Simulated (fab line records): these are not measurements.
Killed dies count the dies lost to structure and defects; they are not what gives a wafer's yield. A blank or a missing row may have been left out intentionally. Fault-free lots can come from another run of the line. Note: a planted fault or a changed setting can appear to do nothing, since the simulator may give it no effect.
Which of the tools did it?	flow sky130	7 lots (21 wafers sampled), 1 step of a 708-step route

WHAT THE GAUGES SHOWED, per wafer
SKY_VT_ADJUST_PCH_TW_MEAS_10.
lot	measured	on	VT_ADJUST_PCH_TW
L678	day 10 10:29	filmMetro-04	147.1 146.5 147.5
L683	day 12 06:23	filmMetro-03	144.0 144.5 144.3
L686	day 13 08:57	filmMetro-03	143.9 144.0 144.0
L692	day 15 04:53	filmMetro-04	146.1 145.4 146.4
L695	day 16 04:47	filmMetro-04	145.6 145.1 145.0
L698	day 17 05:35	filmMetro-03	144.5 143.2 144.0
L699	day 17 23:16	filmMetro-03	143.5 143.5 143.2

EACH LOT AND THE TOOL THAT RAN IT (in order: tool; ch and the chambers of the sampled wafers; start)
There is no process step in the record ahead of these readings.

THE ANSWER, worked out from the rows above alone
Rule: the usual values come from the lots themselves. The widest of any qualifying gaps counts: lots, ordered by their means at a reading, are off when they make up no more than a third of the lots, leave a main group of 4 or more, and stand apart from it by 3 or more times the standard deviation of that group's means. A main group whose means are all the same, to the digits that the tables above print for the reading, isn't used. Also off: a lot with no number at a reading for which 4 or more lots have one. Any other lot the step has rows for is counted as sound.
No lot is off on any of the readings shown, so nothing can be concluded from this.

WHAT THE SIMULATOR PUT IN
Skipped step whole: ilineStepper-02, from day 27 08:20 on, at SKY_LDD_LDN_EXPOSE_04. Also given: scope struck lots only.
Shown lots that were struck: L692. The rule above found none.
